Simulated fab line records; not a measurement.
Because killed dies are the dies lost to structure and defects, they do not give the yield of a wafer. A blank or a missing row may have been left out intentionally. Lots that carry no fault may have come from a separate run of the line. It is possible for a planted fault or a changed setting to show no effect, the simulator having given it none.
Matching of chambers | flow sky130 | rie diel-02 running SKY_POLY_GATE_ETCH_16: 4 sister chambers
The step etches Si3N4 in CH3F/O2, stops on poly-Si, time 147.5 s, target depth 75 nm. 16 wafers are shown with their chamber, then 8 later ones without.

WAFERS WITH THEIR CHAMBER
wafer  | chamber | drypump motor current A (A) | oes product au (a.u.) | throttle valve pct (%)
L742.1 | 3       | 5.7                         | 0.640                 | 10.540
L742.2 | 1       | 5.2                         | 0.638                 | 10.535
L742.3 | 0       | 6.2                         | 0.643                 | 10.547
L743.1 | 2       | 6.1                         | 0.637                 | 10.523
L743.4 | 0       | 6.2                         | 0.637                 | 10.527
L743.5 | 3       | 5.7                         | 0.648                 | 10.542
L744.4 | 1       | 5.2                         | 0.635                 | 10.536
L744.5 | 1       | 5.2                         | 0.635                 | 10.546
L744.6 | 2       | 6.2                         | 0.642                 | 10.549
L747.1 | 3       | 5.7                         | 0.646                 | 10.518
L747.3 | 2       | 6.1                         | 0.647                 | 10.524
L747.4 | 1       | 5.2                         | 0.636                 | 10.535
L751.1 | 3       | 5.6                         | 0.632                 | 10.516
L751.2 | 1       | 5.2                         | 0.639                 | 10.526
L751.4 | 0       | 6.2                         | 0.644                 | 10.535
L752.2 | 1       | 5.2                         | 0.641                 | 10.552

SIGNATURES (means of the wafers above)
reading                 | chamber 0 | chamber 1 | chamber 2 | chamber 3 | scatter within a chamber
drypump motor current A | 6.200     | 5.200     | 6.133     | 5.675     | 0.0344
oes product au          | 0.64133   | 0.63733   | 0.64200   | 0.64150   | 0.00468
throttle valve pct      | 10.53633  | 10.53833  | 10.53200  | 10.52900  | 0.0117
Rule: for a wafer and a chamber, the distance is found by dividing, reading by reading, the gap between the wafer's reading and the chamber's mean by the reading's scatter, squaring, summing and taking the root. The wafer belongs to the nearest chamber; if the next one is less than 2 further off, it can't be placed. The scatter: the root of (the sum of the squares of (reading less its chamber's mean) over the shown wafers, divided by (wafers less chambers)).

WAFERS MISSING THEIR CHAMBER
wafer  | drypump motor current A (A) | oes product au (a.u.) | throttle valve pct (%)
L752.3 | 6.1                         | 0.641                 | 10.537
L752.4 | 5.6                         | 0.639                 | 10.527
L754.1 | 6.2                         | 0.638                 | 10.551
L754.3 | 5.2                         | 0.648                 | 10.536
L754.6 | 6.2                         | 0.641                 | 10.549
L764.2 | 6.2                         | 0.637                 | 10.540
L764.3 | 6.1                         | 0.643                 | 10.530
L764.4 | 5.7                         | 0.629                 | 10.544

THE CHAMBER EACH PASSED THROUGH
wafer  | from the rows above     | in truth
L752.3 | can't be placed: 2 or 0 | 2
L752.4 | 3                       | 3
L754.1 | can't be placed: 0 or 2 | 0
L754.3 | 1                       | 1
L754.6 | can't be placed: 0 or 2 | 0
L764.2 | can't be placed: 0 or 2 | 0
L764.3 | can't be placed: 2 or 0 | 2
L764.4 | 3                       | 3
3 of 8 placed correctly. From these rows, 5 cannot be placed; in 5 the true chamber is one of the candidates. Placed wrongly: 0.
